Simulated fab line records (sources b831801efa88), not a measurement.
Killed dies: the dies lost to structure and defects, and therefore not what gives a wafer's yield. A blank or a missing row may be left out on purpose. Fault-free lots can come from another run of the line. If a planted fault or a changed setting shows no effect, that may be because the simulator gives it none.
fab line records	flow sky130
record lots=6	wafers=18	lastDay=50
route steps=708 shown VIA4@648 PAD_OPEN@708
lots with no fault: from the same line, run without faults
startH: start of the lot's first displayed wafer, in hours after the record's first day	waitH: how many hours have passed since the lot's step before this one	" as in the row above	L1.1+2: several wafers, shown together as one row	- either no value or no given start	* or withheld: withheld	< > ~ a bound
route shown NAME@n: NAME is a module with steps in the file, n the number in the route of the first one	usual: mean/standard deviation of fault-free wafers	same: alike in all rows	chamber/n: place in a boat	sites: readings site by site	_std_site: their standard deviation	_edge_site: outer sites' mean less inner sites'	radiusMm: for every site, how far away it sits from the centre of the wafer	mask NAME#n: copy n	behind: the most recent tool/chamber to have shaped the wafer	hold: reason for holding the lot/hours on hold/outcome of the hold	device: the transistor (n, p or np) that didn't switch	end of line: the tests these same wafers got at the end of their route	where a step has no rows: the recipe by itself	killed: count of dies lost to structure and defects at first sort (not the wafer's yield)	map: shows each die of a wafer: x if killed, . if not, _ if none is there
set.NAME: setting as actually run; set.NAME@STEP: the setting as run at that earlier step	model.NAME: the simulator's own value behind a step, which no gauge read
lots seen at some steps along the route; tables by step, rows by wafer
services: a tool's chamber out of use, with start hour (startH, from the record's first day; less than 0 if before it), hours out, and reason
## steps
# step SKY_VIA4_PEB_09
# recipe tempC=withheld	timeS=*	resist=NOVOLAK
# step SKY_VIA4_DEVELOP_10
# recipe resist=NOVOLAK	developer=TMAH	developTimeS=60	devTempC=23
# step SKY_VIA4_OVL_MEAS_11
# usual VIA4_OVL=0.8/1.6
lot.wafer	tool	chamber	startH	waitH	VIA4_OVL[nm]
L546.1	overlay-02	-	1039.12	0.1	2.1
L546.3	"	-	"	"	2.5
L546.4	"	-	"	"	1.3
L547.1	overlay-02	-	1043.70	0.1	1.3
L547.3	"	-	"	"	0.9
L547.5	"	-	"	"	2.2
L554.4	overlay-01	-	1082.96	0.1	1.2
L554.5	"	-	"	"	-2.0
L554.6	"	-	"	"	-0.3
L558.2	overlay-01	-	1120.05	0.1	-1.0
L558.3	"	-	"	"	1.6
L558.4	"	-	"	"	1.1
L560.1	overlay-02	-	1121.65	0.1	2.1
L560.2	"	-	"	"	2.8
L560.6	"	-	"	"	1.1
L563.1	overlay-02	-	1141.07	0.1	3.0
L563.3	"	-	"	"	3.0
L563.6	"	-	"	"	2.2
# step SKY_VIA4_ETCH_12
# recipe target=SiO2	chemistry=C4F8/O2/Ar	stopOn=TiN	maskMaterial=NOVOLAK	sourceW=1500	biasW=1200	pressureMtorr=40	c4f8FlowSccm=withheld	O2_flow_sccm=6	Ar_flow_sccm=300	timeS=withheld	targetDepthA=5800
# usual oesProductAu=0.926/0.0046
lot.wafer	tool	chamber	startH	waitH	oesProductAu
L546.1	rieDiel-01	0	1039.15	0.0	0.923
L546.3	"	3	"	"	0.924
L546.4	"	1	"	"	0.926
L547.1	rieDiel-01	3	1043.73	0.0	0.912
L547.3	"	1	"	"	0.924
L547.5	"	3	"	"	0.929
L554.4	rieDiel-03	0	1082.98	0.0	0.930
L554.5	"	2	"	"	0.934
L554.6	"	3	"	"	0.927
L558.2	rieDiel-01	0	1120.08	0.0	0.926
L558.3	"	1	"	"	0.920
L558.4	"	3	"	"	0.931
L560.1	rieDiel-03	3	1121.68	0.0	0.922
L560.2	"	0	"	"	0.928
L560.6	"	0	"	"	0.933
L563.1	rieDiel-02	0	1141.10	0.0	0.918
L563.3	"	3	"	"	0.922
L563.6	"	1	"	"	0.926
# step SKY_VIA4_STRIP_13
# recipe chemistry=O2/N2	powerW=1400	pressureMtorr=1500	platenTempC=withheld	o2FlowSccm=3000	n2FlowSccm=300	overashFraction=0.5
# usual drypumpMotorCurrentA=5.6/0.3	oesProductAu=0.710/0.0042	stripTimeToEndpointS=12.80/0.039
lot.wafer	tool	chamber	startH	waitH	drypumpMotorCurrentA	oesProductAu	rfHoursCounterH	stripTimeToEndpointS
L546.1	plasmaAsher-01	1	1039.22	-	5.2	0.713	92	12.84
L546.3	"	1	"	"	5.2	0.707	-	12.77
L546.4	"	0	"	"	5.9	0.715	-	12.78
L547.1	plasmaAsher-03	0	1043.81	-	5.7	0.706	119	12.81
L547.3	"	1	"	"	5.7	0.708	-	12.85
L547.5	"	0	"	"	5.7	0.712	-	12.85
L554.4	plasmaAsher-04	0	1083.09	-	6.0	0.706	-	12.79
L554.5	"	1	"	"	5.4	0.712	-	12.83
L554.6	"	0	"	"	6.1	0.709	-	12.83
L558.2	plasmaAsher-04	1	1120.16	-	5.4	0.705	36	12.85
L558.3	"	0	"	"	6.1	0.700	-	12.85
L558.4	"	1	"	"	5.4	0.711	-	12.82
L560.1	plasmaAsher-03	1	1121.76	-	5.7	0.717	5	12.74
L560.2	"	0	"	"	5.7	0.711	5	12.74
L560.6	"	1	"	"	5.7	0.716	-	12.77
L563.1	plasmaAsher-04	0	1141.18	-	6.1	0.707	38	12.77
L563.3	"	0	"	"	6.1	0.704	-	12.96
L563.6	"	1	"	"	5.5	0.702	-	12.79
# step SKY_VIA4_STRIP_14
# recipe chemistry=postEtchResidueRemover	timeS=1200	tempC=72.5
# step SKY_VIA4_CLEAN_15
# recipe chemistry=IPA	timeS=180	tempC=25
# step SKY_VIA4_CLEAN_16
# recipe chemistry=O3/DIW	dry=n2Spin
# step SKY_VIA4_SPUTTER_17
# recipe material=TiN	targetThkNm=20	chamberPressurePa=5	powerW=4000	timeS=80
# usual throttleValvePct=29.8/0.72
lot.wafer	tool	chamber	startH	waitH	throttleValvePct
L546.1	pvdSputter-02	-	1039.82	0.0	30.7
L546.3	"	-	"	"	30.8
L546.4	"	-	"	"	30.6
L547.1	pvdSputter-02	-	1044.40	0.0	30.4
L547.3	"	-	"	"	30.9
L547.5	"	-	"	"	29.4
L554.4	pvdSputter-02	-	1083.65	0.0	29.6
L554.5	"	-	"	"	30.6
L554.6	"	-	"	"	29.2
L558.2	pvdSputter-02	-	1120.75	0.0	29.2
L558.3	"	-	"	"	30.9
L558.4	"	-	"	"	30.5
L560.1	pvdSputter-02	-	1122.35	0.0	30.6
L560.2	"	-	"	"	30.7
L560.6	"	-	"	"	30.7
L563.1	pvdSputter-04	-	1142.27	0.0	30.2
L563.3	"	-	"	"	29.1
L563.6	"	-	"	"	30.2
# step SKY_VIA4_CVD_18
# recipe material=W	targetThkNm=505	timeS=152.14	tempC=400	pressureTorr=40
# usual heaterPowerW=856/50
lot.wafer	tool	chamber	startH	waitH	heaterPowerW
L546.1	cvdW-02	1	1039.88	0.0	932
L546.3	"	1	"	"	895
L546.4	"	0	"	"	847
L547.1	cvdW-01	1	1044.46	0.0	872
L547.3	"	1	"	"	851
L547.5	"	0	"	"	799
L554.4	cvdW-02	1	1083.76	0.1	928
L554.5	"	0	"	"	825
L554.6	"	1	"	"	917
L558.2	cvdW-02	1	1120.81	0.0	887
L558.3	"	0	"	"	831
L558.4	"	1	"	"	900
L560.1	cvdW-01	1	1122.41	0.0	857
L560.2	"	0	"	"	774
L560.6	"	0	"	"	805
L563.1	cvdW-02	0	1142.34	0.0	824
L563.3	"	0	"	"	848
L563.6	"	1	"	"	919
# step SKY_VIA4_RS_MEAS_19
# recipe thkMeasGauge=four-point-probe	reads=W_of_VIA4_CVD_18+TiN_of_VIA4_SPUTTER_17
# usual VIA4_W_RS=0.224/0.0057
lot.wafer	tool	chamber	startH	waitH	VIA4_W_RS[ohm/sq]
L546.1	filmMetro-02	-	1040.03	0.1	0.234
L546.3	"	-	"	"	0.230
L546.4	"	-	"	"	0.223
L547.1	filmMetro-04	-	1044.61	0.1	0.227
L547.3	"	-	"	"	0.228
L547.5	"	-	"	"	0.217
L554.4	filmMetro-01	-	1083.92	0.1	0.228
L554.5	"	-	"	"	0.222
L554.6	"	-	"	"	0.230
L558.2	filmMetro-02	-	1120.98	0.1	0.226
L558.3	"	-	"	"	0.220
L558.4	"	-	"	"	0.226
L560.1	filmMetro-04	-	1122.56	0.1	0.224
L560.2	"	-	"	"	0.215
L560.6	"	-	"	"	0.213
L563.1	filmMetro-01	-	1142.49	0.1	0.220
L563.3	"	-	"	"	0.222
L563.6	"	-	"	"	0.231
# step SKY_VIA4_THK_MEAS_20
# recipe thkMeasGauge=xrf	reads=W_of_VIA4_CVD_18
# usual VIA4_W_THK=526/14
lot.wafer	tool	chamber	startH	waitH	VIA4_W_THK[nm]
L546.1	filmMetro-02	-	1040.15	0.1	504
L546.3	"	-	"	"	511
L546.4	"	-	"	"	532
L547.1	filmMetro-04	-	1044.73	0.1	518
L547.3	"	-	"	"	516
L547.5	"	-	"	"	543
L554.4	filmMetro-01	-	1084.01	0.1	514
L554.5	"	-	"	"	531
L554.6	"	-	"	"	506
L558.2	filmMetro-02	-	1121.09	0.1	521
L558.3	"	-	"	"	535
L558.4	"	-	"	"	521
L560.1	filmMetro-04	-	1122.68	0.1	526
L560.2	"	-	"	"	548
L560.6	"	-	"	"	552
L563.1	filmMetro-01	-	1142.61	0.1	531
L563.3	"	-	"	"	531
L563.6	"	-	"	"	504
# step SKY_VIA4_CMP_21
# recipe stopOn=SiO2	tOverpolishS=25	downForcePsi=3.5	platenRpm=60	targetThkNm=0	padVelocityMS=0.94248
# usual edgeZonePressureFrac=1.001/0.005	headPressurePsi=3.500/0.0076	motorCurrentA=11.7/0.89	overpolishRunS=25.000/0.0097	retainingRingPressureFrac=1.000/0.0047	timeToEndpointS=123/6.5
lot.wafer	tool	chamber	startH	waitH	edgeZonePressureFrac	headPressurePsi	motorCurrentA	overpolishRunS	retainingRingPressureFrac	timeToEndpointS	model.W_of_VIA4_CVD_18.thkNm	model.SiO2_of_VIA4_HDPCVD_00.thkNm
L546.1	cmp-02	0	1040.21	0.1	-	-	-	-	-	-	489.5	580.9
L546.4	"	1	"	"	-	-	-	-	-	-	513.1	579.8
L546.3	"	3	"	"	-	-	-	-	-	-	497.2	580.2
L547.1	cmp-02	0	1044.79	0.1	-	-	-	-	-	-	503.3	581.1
L547.3	"	2	"	"	-	-	-	-	-	-	500.7	579.3
L547.5	"	0	"	"	-	-	-	-	-	-	527	579
L554.4	cmp-02	1	1084.48	0.5	0.994	3.499	12.7	25.023	0.998	132	0	576.2
L554.5	"	2	"	"	1.011	3.515	10.4	24.994	0.996	124	0	575.6
L554.6	"	3	"	"	1.000	3.501	10.7	25.010	1.002	121	0	573
L558.3	cmp-02	0	1121.29	0.2	0.992	3.507	11.5	24.993	0.994	120	0	572.4
L558.4	"	1	"	"	1.004	3.499	12.2	24.999	1.000	128	0	573.7
L558.2	"	3	"	"	0.989	3.492	10.9	25.009	1.004	117	0	575.1
L560.2	cmp-01	0	1122.79	0.1	1.003	3.495	12.5	24.984	1.006	121	0	577.2
L560.1	"	1	"	"	0.992	3.499	13.0	25.011	1.002	124	0	575.6
L560.6	"	0	"	"	0.996	3.508	13.2	24.999	1.005	120	0	575
L563.1	cmp-02	1	1142.67	0.1	1.001	3.501	12.0	24.995	0.995	133	0	573.3
L563.3	"	0	"	"	1.001	3.504	11.7	24.999	0.997	117	0	574.6
L563.6	"	2	"	"	1.005	3.492	10.6	24.994	1.005	116	0	575.6
# step SKY_PAD_OPEN_PROBE_99
# usual defectLimitedYield=82.4/1.9	killed_at_M0_to_M3=44/6.5	killed_at_M4_up=2.9/1.7	killedAtContacts=24/5.7	killedAtFrontEnd=16/4.4	killedAtOther=0.2/0.48	killedDies=87/9.6	killedOnRim=17/3.8	killedOpen=48/6.7	killedShort=38/6.2	sort_bin_3_pad_short=0.8/0.39	sort_bin_5_function=10.5/1.6	sort_bin_6_memory=6.4/1	sortNPass=405/9.5	sortYieldPct=82.3/1.9
# same grossDies=492	killedAtBackSide=0	sort_bin_4_leakage[%]=0	sort_bin_8_speed[%]=0
lot.wafer	tool	chamber	startH	waitH	defectLimitedYield[%]	killed_at_M0_to_M3	killed_at_M4_up	killedAtContacts	killedAtFrontEnd	killedAtOther	killedDies	killedOnRim	killedOpen	killedShort	sort_bin_3_pad_short[%]	sort_bin_5_function[%]	sort_bin_6_memory[%]	sortNPass	sortYieldPct[%]
L546.1	prober-01	-	1107.98	0.1	0	50	398	29	15	0	492	96	60	38	80.3	11.8	7.9	0	0
L546.3	prober-01	-	1108.08	0.2	0	36	414	25	16	1	492	96	39	42	83.9	11.0	5.1	0	0
L546.4	prober-01	-	1108.13	0.2	0	45	411	23	12	1	492	96	45	36	84.3	10.8	4.9	0	0
L547.1	prober-02	-	1111.38	0.1	0	46	406	18	22	0	492	96	46	40	83.1	11.0	5.9	0	0
L547.3	prober-02	-	1111.48	0.2	0	48	398	28	18	0	492	96	52	44	80.9	12.2	6.9	0	0
L547.5	prober-02	-	1111.58	0.2	0	37	411	19	25	0	492	96	44	39	83.9	10.0	6.1	0	0
L558.2	prober-02	-	1180.29	0.1	79.7	46	4	30	20	0	100	18	47	53	1.0	10.6	8.7	392	79.7
L558.3	prober-02	-	1180.34	0.2	83.7	36	4	22	17	1	80	11	46	34	1.6	8.7	5.9	412	83.7
L558.4	prober-02	-	1180.39	0.2	80.1	44	5	37	12	0	98	17	51	47	1.0	11.2	7.7	394	80.1
# killed by level:class
L546.1 VIA4:areaCmp=393 VIA1:geometricParticle:open=14 CONTACT:geometricParticle:open=13 LI_CONTACT:geometricParticle:open=8 VIA2:geometricParticle:open=8 METAL1:geometricParticle:short=7 VIA1:geometricParticle:short=5 METAL1:geometricParticle:open=5
L546.3 VIA4:areaCmp=410 CONTACT:geometricParticle:open=9 VIA1:geometricParticle:open=8 CONTACT:geometricParticle:short=7 VIA1:geometricParticle:short=7 LOCAL_INTERCONNECT:geometricParticle:short=6 FIELD_ISO:geometricParticle:short=4 VIA3:geometricParticle:short=4
L546.4 VIA4:areaCmp=410 METAL1:geometricParticle:short=9 VIA1:geometricParticle:open=9 CONTACT:geometricParticle:open=7 VIA2:geometricParticle:open=6 LI_CONTACT:geometricParticle:open=5 VIA3:geometricParticle:open=5 LOCAL_INTERCONNECT:geometricParticle:short=4
L547.1 VIA4:areaCmp=405 VIA1:geometricParticle:open=12 LI_CONTACT:geometricParticle:open=7 METAL2:geometricParticle:short=7 VIA2:geometricParticle:open=7 CONTACT:geometricParticle:open=6 FIELD_ISO:geometricParticle:short=5 FIELD_ISO:geometricParticle:open=5
L547.3 VIA4:areaCmp=395 VIA1:geometricParticle:open=10 LI_CONTACT:geometricParticle:open=9 VIA2:geometricParticle:open=8 METAL2:geometricParticle:short=8 VIA1:geometricParticle:short=8 CONTACT:geometricParticle:open=7 POLY_GATE:geometricParticle:open=5
L547.5 VIA4:areaCmp=409 VIA1:geometricParticle:open=11 FIELD_ISO:geometricParticle:open=6 POLY_GATE:geometricParticle:open=6 CONTACT:geometricParticle:short=5 FIELD_ISO:geometricParticle:short=4 POLY_GATE:geometricParticle:short=4 LI_CONTACT:geometricParticle:short=4
L558.2 CONTACT:geometricParticle:open=12 VIA1:geometricParticle:open=12 CONTACT:geometricParticle:short=10 VIA1:geometricParticle:short=9 METAL1:geometricParticle:short=6 VIA2:geometricParticle:open=5 METAL3:geometricParticle:short=5 FIELD_ISO:geometricParticle:open=4
L558.3 CONTACT:geometricParticle:open=8 VIA2:geometricParticle:open=7 VIA1:geometricParticle:open=6 VIA3:geometricParticle:open=5 POLY_GATE:geometricParticle:short=4 CONTACT:geometricParticle:short=4 LI_CONTACT:geometricParticle:open=4 LOCAL_INTERCONNECT:geometricParticle:short=4
L558.4 CONTACT:geometricParticle:open=13 VIA3:geometricParticle:open=10 LI_CONTACT:geometricParticle:short=7 LI_CONTACT:geometricParticle:open=6 LOCAL_INTERCONNECT:geometricParticle:short=6 VIA1:geometricParticle:open=6 VIA2:geometricParticle:short=6 VIA2:geometricParticle:open=6
# map L546.1 (x killed, . not)
__________xxxxxxxxxx_________
________xxxxxxxxxxxxxx_______
______xxxxxxxxxxxxxxxxxx_____
_____xxxxxxxxxxxxxxxxxxxx____
____xxxxxxxxxxxxxxxxxxxxxx___
___xxxxxxxxxxxxxxxxxxxxxxxx__
__xxxxxxxxxxxxxxxxxxxxxxxxxx_
_xxxxxxxxxxxxxxxxxxxxxxxxxxxx
_xxxxxxxxxxxxxxxxxxxxxxxxxxxx
_xxxxxxxxxxxxxxxxxxxxxxxxxxxx
_xxxxxxxxxxxxxxxxxxxxxxxxxxxx
_xxxxxxxxxxxxxxxxxxxxxxxxxxxx
_xxxxxxxxxxxxxxxxxxxxxxxxxxxx
_xxxxxxxxxxxxxxxxxxxxxxxxxxxx
_xxxxxxxxxxxxxxxxxxxxxxxxxxxx
__xxxxxxxxxxxxxxxxxxxxxxxxxx_
___xxxxxxxxxxxxxxxxxxxxxxxx__
____xxxxxxxxxxxxxxxxxxxxxx___
_____xxxxxxxxxxxxxxxxxxxx____
______xxxxxxxxxxxxxxxxxx_____
________xxxxxxxxxxxxxx_______
__________xxxxxxxxxx_________
# map L547.1 (x killed, . not)
__________xxxxxxxxxx_________
________xxxxxxxxxxxxxx_______
______xxxxxxxxxxxxxxxxxx_____
_____xxxxxxxxxxxxxxxxxxxx____
____xxxxxxxxxxxxxxxxxxxxxx___
___xxxxxxxxxxxxxxxxxxxxxxxx__
__xxxxxxxxxxxxxxxxxxxxxxxxxx_
_xxxxxxxxxxxxxxxxxxxxxxxxxxxx
_xxxxxxxxxxxxxxxxxxxxxxxxxxxx
_xxxxxxxxxxxxxxxxxxxxxxxxxxxx
_xxxxxxxxxxxxxxxxxxxxxxxxxxxx
_xxxxxxxxxxxxxxxxxxxxxxxxxxxx
_xxxxxxxxxxxxxxxxxxxxxxxxxxxx
_xxxxxxxxxxxxxxxxxxxxxxxxxxxx
_xxxxxxxxxxxxxxxxxxxxxxxxxxxx
__xxxxxxxxxxxxxxxxxxxxxxxxxx_
___xxxxxxxxxxxxxxxxxxxxxxxx__
____xxxxxxxxxxxxxxxxxxxxxx___
_____xxxxxxxxxxxxxxxxxxxx____
______xxxxxxxxxxxxxxxxxx_____
________xxxxxxxxxxxxxx_______
__________xxxxxxxxxx_________
## services
tool	chamber	startH	hours	kind
plasmaAsher-01	-	1016.27	2.8	pm
cmp-01	-	1016.91	0.5	repair
rieDiel-03	0	1019.79	7.0	repair
plasmaAsher-03	-	1025.79	4.3	pm
cmp-01	-	1035.03	6.0	pm
cmp-01	-	1042.83	1.2	repair
cmp-01	-	1046.64	0.9	repair
pvdSputter-02	-	1046.69	15.9	repair
rieDiel-01	0	1047.40	8.3	repair
plasmaAsher-03	-	1055.25	9.0	pm
plasmaAsher-01	-	1058.93	2.5	repair
plasmaAsher-01	-	1059.59	0.4	repair
cvdW-01	0	1069.06	7.0	repair
plasmaAsher-03	-	1072.94	1.0	repair
plasmaAsher-01	-	1077.17	0.3	repair
cvdW-01	-	1077.60	6.9	pm
cmp-01	-	1083.92	1.2	repair
cvdW-01	-	1084.64	1.8	repair
cmp-01	-	1085.12	4.0	pm
plasmaAsher-04	-	1089.46	0.6	repair
cmp-02	-	1094.55	1.5	repair
pvdSputter-04	-	1098.41	3.8	repair
rieDiel-03	-	1137.62	2.8	pm
cvdW-01	-	1137.74	1.2	repair
## key
firstSign step=SKY_VIA4_CMP_21	reading=toolRecord	direction=missing
effect step=SKY_PAD_OPEN_PROBE_99	reading=killed_at_M4_up	direction=up	sigmas=99+	usual=2.9	struck=406.3
modelEffect step=SKY_VIA4_CMP_21	value=W_of_VIA4_CVD_18.thkNm	without=0	struck=505.1
moreKillsBornAt SKY_VIA4_CMP_21@cmp-02=2422
metAt SKY_VIA4_CMP_21
struckWafers L546.1,L546.3,L546.4,L547.1,L547.3,L547.5
laterRowsLeftOut L546.1,L546.3,L546.4,L547.1,L547.3,L547.5
fault kind=skippedStepWhole	tool=cmp-02	chamber=-	onsetH=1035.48	steps=SKY_VIA4_CMP_21	scope=struckLotsOnly
# laterRowsLeftOut: the simulator's readings of these wafers behind a module that went badly wrong aren't trusted and aren't shown, but for the sort
